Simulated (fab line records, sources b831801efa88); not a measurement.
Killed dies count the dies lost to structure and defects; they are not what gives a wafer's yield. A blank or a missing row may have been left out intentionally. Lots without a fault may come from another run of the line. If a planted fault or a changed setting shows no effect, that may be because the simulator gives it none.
fab line records	flow gf180mcu
record: lots: 5	wafers: 23
route steps=602 shown STI@4 DNWELL@40 NWELL@50 LVPWELL@56 MVPSD@80
startH: hours from the record's opening day to when the first of the lot's shown wafers began	waitH: hours from the lot's prior step to this one	" repeats the value in the row above	L1.1+2: a row that stands for several wafers	- no value, or no start was given	* or withheld: withheld	< > ~ a bound
route shown NAME@n: a module of which the file shows steps, and the number in the route of the first	usual: mean and standard deviation over wafers with no fault	same: alike in all rows	chamber/n: place in a boat	sites: per-site readings	_std_site: the standard deviation of these	_edge_site: the outer-site mean with the inner-site mean subtracted	radiusMm: how far each site lies from the wafer's centre	mask NAME#n: copy n	behind: the tool/chamber that last shaped the wafer	hold: cause of the lot's hold/its duration in hours/its outcome	device: names the non-switching transistor (n, p or np)	end of line: the same wafers' tests at the end of the route	for a step that has no rows: nothing shown but its recipe	killed: at the first sort, the dies lost to defects and structure; wafer yield is something else	map: per-die view of a wafer (x killed, . not killed, _ where there is no die)
set.NAME: the setting that was run; set.NAME@STEP: the one run at that earlier step	model.NAME: the simulator's own value behind a step, which no gauge read
lots with deliberately changed settings; one table per step, one row per wafer
== steps ==
step: GF_STI_CVD_03
recipe: material: Si3N4	precursor: DCS/NH3	targetThkNm: 207.16	tempC: 770	timeS: 3551	pressureMtorr: 250
lot.wafer	tool	chamber	startH	waitH	set.timeS	model.Si3N4_of_STI_CVD_03.thkNm
L074.1	-	-	-	0.1	3741	215.7
L074.2+4	"	-	"	"	3741	216.6
L074.3	"	-	"	"	3741	215.8
L074.5	"	-	"	"	3741	214.2
L076.1	-	-	-	0.1	3120	181.9
L076.3	"	-	"	"	3120	182.2
L076.4	"	-	"	"	3120	182.5
L076.5	"	-	"	"	3120	180.1
L076.6	"	-	"	"	3120	180.2
L079.1	lpcvd-01	1	36.68	0.1	3551	206.2
L079.4	"	1	"	"	3551	204.9
L079.5	"	1	"	"	3551	205.7
L080.1	-	-	-	0.1	3316	190.7
L080.2	"	-	"	"	3316	192.5
L080.3	"	-	"	"	3316	192.6
L080.5	"	-	"	"	3316	190.6
L080.6	"	-	"	"	3316	190.4
L083.2	-	-	-	0.0	3217	189.6
L083.3	"	-	"	"	3217	190.3
L083.4	"	-	"	"	3217	190.1
L083.5	"	-	"	"	3217	189.9
L083.6	"	-	"	"	3217	190.6
step: GF_STI_THK_MEAS_04
recipe: reads: Si3N4_of_STI_CVD_03
usual: STI_CVD_03_THK: 206.3/2.4
lot.wafer	tool	chamber	startH	waitH	set.timeS@STI_CVD_03	STI_CVD_03_THK[nm]
L074.1	filmMetro-04	-	-	-	3741	215.7
L074.2	"	-	"	"	3741	216.6
L074.3	"	-	"	"	3741	215.7
L074.4	"	-	"	"	3741	216.6
L074.5	"	-	"	"	3741	214.2
L076.1	filmMetro-04	-	-	-	3120	181.8
L076.3	"	-	"	"	3120	182.1
L076.4	"	-	"	"	3120	182.6
L076.5	"	-	"	"	3120	180.1
L076.6	"	-	"	"	3120	180.3
L079.1	filmMetro-02	-	38.67	0.0	3551	206.3
L079.4	"	-	"	"	3551	204.9
L079.5	"	-	"	"	3551	205.8
L080.1	filmMetro-03	-	-	-	3316	190.6
L080.2	"	-	"	"	3316	192.4
L080.3	"	-	"	"	3316	192.5
L080.5	"	-	"	"	3316	190.7
L080.6	"	-	"	"	3316	190.4
L083.2	filmMetro-02	-	-	-	3217	189.4
L083.3	"	-	"	"	3217	190.2
L083.4	"	-	"	"	3217	190.0
L083.5	"	-	"	"	3217	189.8
L083.6	"	-	"	"	3217	190.6
step: GF_STI_DEVELOP_11
recipe: developTimeS: 60	devTempC: 21
lot.wafer	tool	chamber	startH	waitH	set.developTimeS
L074.1+2+3+4+5	lithoTrack-04	0	24.82	0.2	60
L076.1+5	lithoTrack-04	0	35.27	0.2	60
L076.3+4+6	"	0	"	"	67.15
L079.1+4+5	lithoTrack-04	0	50.62	0.2	60
L080.1+2+6	lithoTrack-02	0	56.83	0.2	52.37
L080.3+5	"	0	"	"	60
L083.2+5	lithoTrack-02	0	71.16	0.2	60
L083.3+4+6	"	0	"	"	63.39
step: GF_STI_ETCH_13
recipe: chemistry: CHF3/O2	stopOn: Si	overEtchFrac: 0.3	targetDepthA: 2823.1	sourceW: 600	biasW: 200	pressureMtorr: 40	chf3FlowSccm: 50	O2_flow_sccm: 5	timeS: 112.9
usual: oesProductAu: 0.830/0.0073
lot.wafer	tool	chamber	startH	waitH	set.timeS@STI_CVD_03	oesProductAu	model.etch.depthNm
L074.1	rieDiel-04	1	25.09	0.1	3741	0.856	-
L074.2	"	3	"	"	3741	0.854	-
L074.3	"	0	"	"	3741	0.842	-
L074.4	"	2	"	"	3741	0.849	-
L074.5	"	1	"	"	3741	0.848	-
L076.1	rieDiel-04	2	35.54	0.1	3120	0.793	-
L076.3	"	3	"	"	3120	0.772	-
L076.4	"	1	"	"	3120	0.784	-
L076.5	"	0	"	"	3120	0.772	-
L076.6	"	3	"	"	3120	0.770	-
L079.1	rieDiel-04	1	50.89	0.1	3551	0.828	206.2
L079.4	"	2	"	"	3551	0.831	204.9
L079.5	"	0	"	"	3551	0.825	205.7
L080.1	rieDiel-04	1	57.10	0.1	3316	0.790	-
L080.2	"	3	"	"	3316	0.800	192.5
L080.3	"	0	"	"	3316	0.801	-
L080.5	"	2	"	"	3316	0.792	-
L080.6	"	1	"	"	3316	0.801	-
L083.2	rieDiel-01	0	71.40	0.1	3217	0.795	189.6
L083.3	"	2	"	"	3217	0.787	-
L083.4	"	3	"	"	3217	0.798	-
L083.5	"	1	"	"	3217	0.793	-
L083.6	"	2	"	"	3217	0.798	-
step: GF_STI_ETCH_14
recipe: target: Si	chemistry: HBr/Cl2/O2	targetDepthNm: 360	icpW: 600	biasW: 150	pressureMtorr: 15	HBr_flow_sccm: 150	Cl2_flow_sccm: 40	O2_flow_sccm: 6	timeS: 102.9
step: GF_STI_STRIP_15
recipe: chemistry: O2/N2	powerW: 1400	pressureMtorr: 1500	platenTempC: 250	o2FlowSccm: 3000	n2FlowSccm: 300	overashFraction: 0.5
step: GF_STI_CLEAN_16
recipe: chemistry: dHF	timeS: 25	dilution: 100:1
step: GF_STI_WET_ETCH_17
recipe: chemistry: H3PO4	targetDepthNm: 45	tempC: 160	target: Si3N4	timeS: 514
lot.wafer	tool	chamber	startH	waitH	set.timeS@STI_CVD_03	model.Si3N4_of_STI_CVD_03.thkNm
L074.1	wetBench-01	1	25.36	0.0	3741	170.6
L074.2	"	1	"	"	3741	171.3
L074.3	"	1	"	"	3741	170.5
L074.4	"	1	"	"	3741	171.4
L074.5	"	1	"	"	3741	168.8
L076.1	wetBench-01	0	35.81	0.0	3120	136.9
L076.3	"	0	"	"	3120	137.5
L076.4	"	0	"	"	3120	137.6
L076.5+6	"	0	"	"	3120	135.2
L079.1	wetBench-01	2	51.20	0.0	3551	162.3
L079.4	"	2	"	"	3551	160.8
L079.5	"	2	"	"	3551	161.7
L080.1	wetBench-01	3	57.39	0.0	3316	145.3
L080.2+3	"	3	"	"	3316	147
L080.5	"	3	"	"	3316	144.8
L080.6	"	3	"	"	3316	144.5
L083.2	wetBench-02	3	71.67	0.0	3217	142.3
L083.3+5	"	3	"	"	3217	142.9
L083.4	"	3	"	"	3217	142.8
L083.6	"	3	"	"	3217	143.6
step: GF_STI_CVD_23
recipe: material: SiO2	targetThkNm: 650	sigmaOpenFrac: 0.3	timeS: 108.3	tempC: 600	sih4FlowSccm: 60	pressureMtorr: 6
lot.wafer	tool	chamber	startH	waitH	set.sih4FlowSccm	model.SiO2_of_STI_CVD_23.thkNm
L074.1	hdpcvd-02	0	27.22	0.1	60	662
L074.2	"	2	"	"	60	664.9
L074.3	"	1	"	"	67.88	740.6
L074.4	"	1	"	"	67.88	746.6
L074.5	"	2	"	"	67.88	741
L076.1	hdpcvd-01	0	39.36	0.1	56.78	621.8
L076.3	"	1	"	"	60	659.2
L076.4	"	2	"	"	60	661.2
L076.5	"	1	"	"	60	656.4
L076.6	"	0	"	"	56.78	624.7
L079.1	hdpcvd-02	0	52.72	0.1	60	655.7
L079.4	"	1	"	"	60	649.8
L079.5	"	2	"	"	60	654
L080.1	hdpcvd-02	2	59.86	0.1	60	652.4
L080.2	"	1	"	"	60	647.4
L080.3	"	0	"	"	57.12	625.6
L080.5	"	2	"	"	57.12	618.6
L080.6	"	1	"	"	57.12	618.4
L083.2	hdpcvd-01	2	74.73	0.0	60	648.1
L083.3	"	1	"	"	53.86	583.4
L083.4	"	2	"	"	60	653.8
L083.5	"	1	"	"	53.86	592.4
L083.6	"	0	"	"	53.86	585.8
step: GF_STI_THK_MEAS_24
recipe: reads: SiO2_of_STI_CVD_23
usual: STI_CVD_23_THK: 653/5.6
lot.wafer	tool	chamber	startH	waitH	set.sih4FlowSccm@STI_CVD_23	STI_CVD_23_THK[nm]
L074.1	filmMetro-03	-	27.29	0.0	60	662
L074.2	"	-	"	"	60	665
L074.3	"	-	"	"	67.88	741
L074.4	"	-	"	"	67.88	747
L074.5	"	-	"	"	67.88	740
L076.1	filmMetro-04	-	39.44	0.0	56.78	622
L076.3	"	-	"	"	60	659
L076.4	"	-	"	"	60	661
L076.5	"	-	"	"	60	657
L076.6	"	-	"	"	56.78	625
L079.1	filmMetro-04	-	52.80	0.0	60	655
L079.4	"	-	"	"	60	649
L079.5	"	-	"	"	60	654
L080.1	filmMetro-04	-	59.93	0.0	60	652
L080.2	"	-	"	"	60	647
L080.3	"	-	"	"	57.12	625
L080.5	"	-	"	"	57.12	619
L080.6	"	-	"	"	57.12	619
L083.2	filmMetro-04	-	74.82	0.0	60	648
L083.3	"	-	"	"	53.86	583
L083.4	"	-	"	"	60	654
L083.5	"	-	"	"	53.86	592
L083.6	"	-	"	"	53.86	586
step: GF_STI_OXIDATION_29
recipe: tempC: 900	ambient: O2	stabiliseS: 600	purgeS: 300	targetThkA: 100	oxTimeS: 1418
lot.wafer	tool	chamber	startH	waitH	set.tempC	model.SiO2_of_STI_OXIDATION_29.thkNm
L074.1	-	-	-	0.0	876.3	7.81
L074.2	"	-	"	"	876.3	7.894
L074.3	"	-	"	"	876.3	7.679
L074.4	"	-	"	"	876.3	7.607
L074.5	"	-	"	"	876.3	7.747
L076.1	-	-	-	1.7	925.3	13.04
L076.3+6	"	-	"	"	925.3	13.03
L076.4	"	-	"	"	925.3	12.97
L076.5	"	-	"	"	925.3	13.01
L079.1+4	furnace-02	0	53.75	0.0	900	10.05
L079.5	"	0	"	"	900	10.14
L080.1	-	-	-	0.1	882.6	8.336
L080.2	"	-	"	"	882.6	8.533
L080.3	"	-	"	"	882.6	8.529
L080.5	"	-	"	"	882.6	8.318
L080.6	"	-	"	"	882.6	8.316
L083.2	-	-	-	2.2	918.3	11.96
L083.3	"	-	"	"	918.3	12.15
L083.4	"	-	"	"	918.3	12.06
L083.5	"	-	"	"	918.3	11.97
L083.6	"	-	"	"	918.3	12.2
step: GF_STI_THK_MEAS_30
recipe: reads: SiO2_of_STI_OXIDATION_29
usual: STI_OXIDATION_02_THK: 10.06/0.13
lot.wafer	tool	chamber	startH	waitH	set.tempC@STI_OXIDATION_29	STI_OXIDATION_02_THK[nm]
L074.1	filmMetro-02	-	-	-	876.3	7.83
L074.2	"	-	"	"	876.3	7.91
L074.3	"	-	"	"	876.3	7.73
L074.4	"	-	"	"	876.3	7.59
L074.5	"	-	"	"	876.3	7.77
L076.1	filmMetro-03	-	-	-	925.3	13.02
L076.3	"	-	"	"	925.3	13.06
L076.4	"	-	"	"	925.3	12.96
L076.5	"	-	"	"	925.3	12.99
L076.6	"	-	"	"	925.3	13.00
L079.1	filmMetro-03	-	55.15	0.0	900	10.08
L079.4	"	-	"	"	900	9.98
L079.5	"	-	"	"	900	10.13
L080.1	filmMetro-03	-	-	-	882.6	8.28
L080.2	"	-	"	"	882.6	8.52
L080.3	"	-	"	"	882.6	8.52
L080.5	"	-	"	"	882.6	8.35
L080.6	"	-	"	"	882.6	8.33
L083.2	filmMetro-02	-	-	-	918.3	11.99
L083.3	"	-	"	"	918.3	12.10
L083.4	"	-	"	"	918.3	12.06
L083.5	"	-	"	"	918.3	11.93
L083.6	"	-	"	"	918.3	12.22
step: GF_DNWELL_STRIP_08
recipe: chemistry: O2/N2	powerW: 1400	pressureMtorr: 1500	platenTempC: 250	o2FlowSccm: 3000	n2FlowSccm: 300	overashFraction: 0.5
usual: oesProductAu: 0.723/0.004	stripTimeToEndpointS: 36.95/0.12
lot.wafer	tool	chamber	startH	waitH	set.platenTempC	oesProductAu	stripTimeToEndpointS
L074.1	plasmaAsher-02	0	42.32	0.1	253	0.743	35.03
L074.2	"	1	"	"	250	0.712	37.09
L074.3	"	1	"	"	253	0.748	34.92
L074.4	"	0	"	"	250	0.721	37.03
L074.5	"	0	"	"	250	0.726	36.96
L076.1	plasmaAsher-03	1	55.98	0.1	250	0.730	36.86
L076.3	"	0	"	"	246.7	0.693	39.14
L076.4	"	1	"	"	246.7	0.694	39.20
L076.5	"	1	"	"	250	0.722	36.85
L076.6	"	0	"	"	250	0.721	36.93
L079.1	plasmaAsher-01	0	68.68	0.1	250	0.724	37.03
L079.4	"	1	"	"	250	0.722	37.03
L079.5	"	0	"	"	250	0.721	37.15
L080.1	plasmaAsher-03	1	76.58	0.1	250	0.726	36.84
L080.2	"	0	"	"	250	0.719	36.84
L080.3	"	0	"	"	250	0.723	36.84
L080.5	"	0	"	"	243.3	0.662	41.81
L080.6	"	1	"	"	243.3	0.668	41.72
L083.2	plasmaAsher-01	0	93.06	0.1	250	0.721	36.91
L083.3	"	1	"	"	250	0.728	36.93
L083.4	"	0	"	"	250	0.718	36.91
L083.5	"	0	"	"	250	0.719	36.86
L083.6	"	1	"	"	250	0.716	37.05
step: GF_NWELL_IMPLANT_08
recipe: species: P	energyKev: 450	doseCm2: 1.5e+13	tiltDeg: 0
lot.wafer	tool	chamber	startH	waitH	set.doseCm2
L074.1+3+4	implanter-03	0	55.17	0.0	1.5e+13
L074.2+5	"	0	"	"	1.306e+13
L076.1+3+4+5+6	implanter-03	0	69.10	0.0	1.5e+13
L079.1+4+5	implanter-03	0	82.02	0.0	1.5e+13
L080.1+3	implanter-03	0	90.30	0.0	1.5e+13
L080.2+5+6	"	0	"	"	1.381e+13
L083.2+3+4	implanter-01	0	106.98	0.0	1.699e+13
L083.5+6	"	0	"	"	1.5e+13
step: GF_NWELL_IMPLANT_09
recipe: species: P	energyKev: 160	doseCm2: 4e+12	tiltDeg: 0
step: GF_NWELL_STRIP_10
recipe: chemistry: O2/N2	powerW: 1400	pressureMtorr: 1500	platenTempC: 250	o2FlowSccm: 3000	n2FlowSccm: 300	overashFraction: 0.5
step: GF_NWELL_TW_MEAS_11
usual: NWELL_TW: 1575/11
lot.wafer	tool	chamber	startH	waitH	set.doseCm2@NWELL_IMPLANT_08	NWELL_TW
L074.1	filmMetro-02	-	55.57	0.1	1.5e+13	1569
L074.2	"	-	"	"	1.306e+13	1507
L074.3	"	-	"	"	1.5e+13	1566
L074.4	"	-	"	"	1.5e+13	1574
L074.5	"	-	"	"	1.306e+13	1506
L076.1	filmMetro-03	-	69.50	0.1	1.5e+13	1556
L076.3	"	-	"	"	1.5e+13	1562
L076.4	"	-	"	"	1.5e+13	1563
L076.5	"	-	"	"	1.5e+13	1564
L076.6	"	-	"	"	1.5e+13	1562
L079.1	filmMetro-03	-	82.42	0.1	1.5e+13	1571
L079.4	"	-	"	"	1.5e+13	1570
L079.5	"	-	"	"	1.5e+13	1570
L080.1	filmMetro-01	-	90.70	0.1	1.5e+13	1581
L080.2	"	-	"	"	1.381e+13	1550
L080.3	"	-	"	"	1.5e+13	1584
L080.5	"	-	"	"	1.381e+13	1550
L080.6	"	-	"	"	1.381e+13	1545
L083.2	filmMetro-01	-	107.36	0.1	1.699e+13	1650
L083.3	"	-	"	"	1.699e+13	1654
L083.4	"	-	"	"	1.699e+13	1647
L083.5	"	-	"	"	1.5e+13	1593
L083.6	"	-	"	"	1.5e+13	1599
step: GF_LVPWELL_COAT_02
recipe: spinRpm: 2000	resistThkNm: 3000
lot.wafer	tool	chamber	startH	waitH	set.spinRpm	model.coat_of_LVPWELL_COAT_02.thkNm
L074.1	lithoTrack-04	0	62.12	0.1	2136	2903
L074.2	"	0	"	"	2136	2906
L074.3	"	0	"	"	2000	2997
L074.4	"	0	"	"	2000	3003
L074.5	"	0	"	"	2136	2900
L076.1	lithoTrack-04	0	76.02	0.1	2000	2985
L076.3	"	0	"	"	2000	2997
L076.4	"	0	"	"	2042	2962
L076.5	"	0	"	"	2042	2947
L076.6	"	0	"	"	2042	2967
L079.1	lithoTrack-01	0	88.63	0.1	2000	2989
L079.4	"	0	"	"	2000	2983
L079.5	"	0	"	"	2000	2982
L080.1	lithoTrack-01	0	97.03	0.1	2000	2991
L080.2	"	0	"	"	1915	3068
L080.3	"	0	"	"	1915	3053
L080.5	"	0	"	"	2000	2990
L080.6	"	0	"	"	2000	2989
L083.2+5	lithoTrack-01	0	113.86	0.1	2000	2991
L083.3	"	0	"	"	2000	3000
L083.4	"	0	"	"	2000	2993
L083.6	"	0	"	"	2000	2990
step: GF_LVPWELL_STRIP_10
recipe: chemistry: O2/N2	powerW: 1400	pressureMtorr: 1500	platenTempC: 250	o2FlowSccm: 3000	n2FlowSccm: 300	overashFraction: 0.5
usual: oesProductAu: 0.722/0.0043	stripTimeToEndpointS: 36.92/0.1
lot.wafer	tool	chamber	startH	waitH	set.pressureMtorr	set.spinRpm@LVPWELL_COAT_02	oesProductAu	stripTimeToEndpointS
L074.1	plasmaAsher-02	0	69.22	0.1	1718	2136	0.739	34.78
L074.2	"	1	"	"	1718	2136	0.738	34.80
L074.3	"	1	"	"	1718	2000	0.731	35.83
L074.4	"	0	"	"	1718	2000	0.739	35.89
L074.5	"	1	"	"	1718	2136	0.731	34.74
L076.1	plasmaAsher-01	0	83.02	0.1	1560	2000	0.732	36.38
L076.3	"	1	"	"	1560	2000	0.727	36.54
L076.4	"	0	"	"	1560	2042	0.727	36.13
L076.5	"	1	"	"	1560	2042	0.734	35.99
L076.6	"	0	"	"	1560	2042	0.720	36.19
L079.1	plasmaAsher-01	0	96.34	0.1	1500	2000	0.720	36.82
L079.4	"	1	"	"	1500	2000	0.725	36.74
L079.5	"	0	"	"	1500	2000	0.724	36.74
L080.1	plasmaAsher-02	1	105.06	0.1	1391	2000	0.707	37.68
L080.2	"	0	"	"	1391	1915	0.710	38.58
L080.3	"	0	"	"	1391	1915	0.707	38.38
L080.5	"	0	"	"	1391	2000	0.711	37.68
L080.6	"	1	"	"	1391	2000	0.702	37.66
L083.2	plasmaAsher-02	0	122.22	0.1	1685	2000	0.736	35.88
L083.3	"	0	"	"	1685	2000	0.736	35.97
L083.4	"	1	"	"	1685	2000	0.732	35.90
L083.5	"	1	"	"	1685	2000	0.741	35.87
L083.6	"	0	"	"	1685	2000	0.741	35.86
step: GF_MVPSD_COAT_02
recipe: spinRpm: 2000	resistThkNm: 3000
lot.wafer	tool	chamber	startH	waitH	set.resistThkNm	model.coat_of_MVPSD_COAT_02.thkNm
L074.1	lithoTrack-01	0	89.28	0.1	2851	2845
L074.2	"	0	"	"	3000	3011
L074.3	"	0	"	"	3000	3001
L074.4	"	0	"	"	2851	2855
L074.5	"	0	"	"	3000	2998
L076.1+3	lithoTrack-01	0	104.73	0.1	2908	2891
L076.4	"	0	"	"	3000	2991
L076.5	"	0	"	"	2908	2902
L076.6	"	0	"	"	3000	2984
L079.1	lithoTrack-01	0	117.43	0.1	3000	3002
L079.4	"	0	"	"	3000	3008
L079.5	"	0	"	"	3000	3000
L080.1	lithoTrack-04	0	125.62	0.1	3000	3005
L080.2	"	0	"	"	3137	3140
L080.3	"	0	"	"	3000	2998
L080.5	"	0	"	"	3000	3009
L080.6	"	0	"	"	3137	3144
L083.2	lithoTrack-03	0	144.89	0.1	3000	3017
L083.3	"	0	"	"	3000	3018
L083.4	"	0	"	"	3000	3006
L083.5	"	0	"	"	3000	3016
L083.6	"	0	"	"	3000	3004
step: GF_MVPSD_IMPLANT_09
recipe: species: B	energyKev: 40	doseCm2: 5e+12	tiltDeg: 0
lot.wafer	tool	chamber	startH	waitH	set.doseCm2
L074.1+2	implanter-01	0	96.66	0.1	5e+12
L074.3+4+5	"	0	"	"	5.103e+12
L076.1+5	implanter-03	0	111.30	0.1	4.817e+12
L076.3+4+6	"	0	"	"	5e+12
L079.1+4+5	implanter-03	0	125.25	0.1	5e+12
L080.1+2+3+5+6	implanter-03	0	133.46	0.1	5e+12
L083.2+3	implanter-03	0	152.97	0.1	4.757e+12
L083.4+5+6	"	0	"	"	5e+12
step: GF_MVPSD_STRIP_10
recipe: chemistry: O2/N2	powerW: 1400	pressureMtorr: 1500	platenTempC: 250	o2FlowSccm: 3000	n2FlowSccm: 300	overashFraction: 0.5
usual: stripTimeToEndpointS: 36.96/0.1
lot.wafer	tool	chamber	startH	waitH	set.resistThkNm@MVPSD_COAT_02	stripTimeToEndpointS
L074.1	plasmaAsher-02	1	96.81	0.1	2851	35.19
L074.2	"	0	"	"	3000	37.10
L074.3	"	0	"	"	3000	36.96
L074.4	"	1	"	"	2851	35.28
L074.5	"	1	"	"	3000	36.92
L076.1	plasmaAsher-01	1	111.45	0.1	2908	35.69
L076.3	"	0	"	"	2908	35.69
L076.4	"	1	"	"	3000	36.84
L076.5	"	1	"	"	2908	35.83
L076.6	"	0	"	"	3000	36.78
L079.1	plasmaAsher-01	1	125.40	0.1	3000	36.98
L079.4	"	1	"	"	3000	37.05
L079.5	"	0	"	"	3000	36.96
L080.1	plasmaAsher-01	1	133.61	0.1	3000	37.00
L080.2	"	0	"	"	3137	38.56
L080.3	"	1	"	"	3000	36.95
L080.5	"	1	"	"	3000	37.07
L080.6	"	0	"	"	3137	38.62
L083.2	plasmaAsher-01	0	153.10	0.1	3000	37.18
L083.3	"	0	"	"	3000	37.15
L083.4	"	1	"	"	3000	37.03
L083.5	"	0	"	"	3000	37.15
L083.6	"	1	"	"	3000	36.99
== key ==
split: step: GF_STI_CVD_03	setting: timeS	stated: 3551	by: lot
response: step: GF_STI_CVD_03	reading: model.Si3N4_of_STI_CVD_03.thkNm	change: +1.9	per: 1%	r: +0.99
response: step: GF_STI_THK_MEAS_04	reading: STI_CVD_03_THK	change: +1.91	per: 1%	r: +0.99
response: step: GF_STI_ETCH_13	reading: oesProductAu	change: +0.00401	per: 1%	r: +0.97
response: step: GF_STI_ETCH_13	reading: model.etch.depthNm	change: +1.78	per: 1%	r: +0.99
response: step: GF_STI_WET_ETCH_17	reading: model.Si3N4_of_STI_CVD_03.thkNm	change: +1.96	per: 1%	r: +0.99
split: step: GF_STI_DEVELOP_11	setting: developTimeS	stated: 60	by: wafer
response none clear
split: step: GF_STI_CVD_23	setting: sih4FlowSccm	stated: 60	by: wafer
response: step: GF_STI_CVD_23	reading: model.SiO2_of_STI_CVD_23.thkNm	change: +6.15	per: 1%	r: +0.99
response: step: GF_STI_THK_MEAS_24	reading: STI_CVD_23_THK	change: +6.15	per: 1%	r: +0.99
split: step: GF_STI_OXIDATION_29	setting: tempC	stated: 900	by: lot
response: step: GF_STI_OXIDATION_29	reading: model.SiO2_of_STI_OXIDATION_29.thkNm	change: +0.953	per: 1%	r: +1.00
response: step: GF_STI_THK_MEAS_30	reading: STI_OXIDATION_02_THK	change: +0.949	per: 1%	r: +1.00
split: step: GF_DNWELL_STRIP_08	setting: platenTempC	stated: 250	by: wafer
response: step: GF_DNWELL_STRIP_08	reading: oesProductAu	change: +0.0217	per: 1%	r: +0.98
response: step: GF_DNWELL_STRIP_08	reading: stripTimeToEndpointS	change: *	per: 1%	r: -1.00
split: step: GF_NWELL_IMPLANT_08	setting: doseCm2	stated: 1.5e+13	by: wafer
response: step: GF_NWELL_TW_MEAS_11	reading: NWELL_TW	change: +4.45	per: 1%	r: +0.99
split: step: GF_LVPWELL_COAT_02	setting: spinRpm	stated: 2000	by: wafer
response: step: GF_LVPWELL_COAT_02	reading: model.coat_of_LVPWELL_COAT_02.thkNm	change: -14.9	per: 1%	r: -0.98
response: step: GF_LVPWELL_STRIP_10	reading: stripTimeToEndpointS	change: *	per: 1%	r: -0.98
split: step: GF_LVPWELL_STRIP_10	setting: pressureMtorr	stated: 1500	by: lot
response: step: GF_LVPWELL_STRIP_10	reading: oesProductAu	change: +0.0013	per: 1%	r: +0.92
split: step: GF_MVPSD_COAT_02	setting: resistThkNm	stated: 3000	by: wafer
response: step: GF_MVPSD_COAT_02	reading: model.coat_of_MVPSD_COAT_02.thkNm	change: +30.5	per: 1%	r: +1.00
response: step: GF_MVPSD_STRIP_10	reading: stripTimeToEndpointS	change: *	per: 1%	r: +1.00
split: step: GF_MVPSD_IMPLANT_09	setting: doseCm2	stated: 5e+12	by: wafer
response none clear
